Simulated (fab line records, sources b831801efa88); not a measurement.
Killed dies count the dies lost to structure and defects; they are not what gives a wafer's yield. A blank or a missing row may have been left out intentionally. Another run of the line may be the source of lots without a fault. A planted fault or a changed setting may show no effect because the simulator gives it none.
Which tool is to blame?    flow gf180mcu    12 lots (36 wafers sampled), 1 step of a 602-step route

## WHAT EACH GAUGE READ, for each wafer
GF_CONTACT_OVL_MEAS_15.
lot   measured      on          CONTACT_OVL (nm)
L075  day 17 01:11  overlay-02  7 -4 -3
L077  day 17 06:52  overlay-02  4 4 7
L079  day 18 10:05  overlay-01  -8 -8 -12
L080  day 18 22:05  overlay-02  4 4 5
L083  day 19 16:05  overlay-01  2 3 7
L085  day 20 05:06  overlay-02  -1 8 3
L087  day 20 21:26  overlay-01  -3 -5 -9
L089  day 21 13:56  overlay-02  7 12 10
L091  day 22 09:37  overlay-01  0 3 8
L093  day 22 18:52  overlay-02  6 13 0
L095  day 23 15:35  overlay-01  1 -4 -3
L097  day 23 22:44  overlay-02  -2 2 -5

## WHAT TOOL EACH LOT RAN ON (gives the tool, then ch and the chambers of the sampled wafers, and finally the start)
Record: no process step prior to these readings.

## THE ANSWER, worked out from the rows above alone
Rule: usual is defined by the lots themselves. The widest of any qualifying gaps counts: lots, ordered by their means at a reading, are off when they make up no more than a third of the lots, leave a main group of 4 or more, and stand apart from it by 3 or more times the standard deviation of that group's means. If all means in a main group match to the digits the tables above print for the reading, that group is not used. Also off: a lot with no number at a reading for which 4 or more lots have one. All remaining lots with rows at the step are treated as sound.
No lot is off on any of the readings shown, so nothing can be concluded from this.

## WHAT THE SIMULATOR HAD PUT IN
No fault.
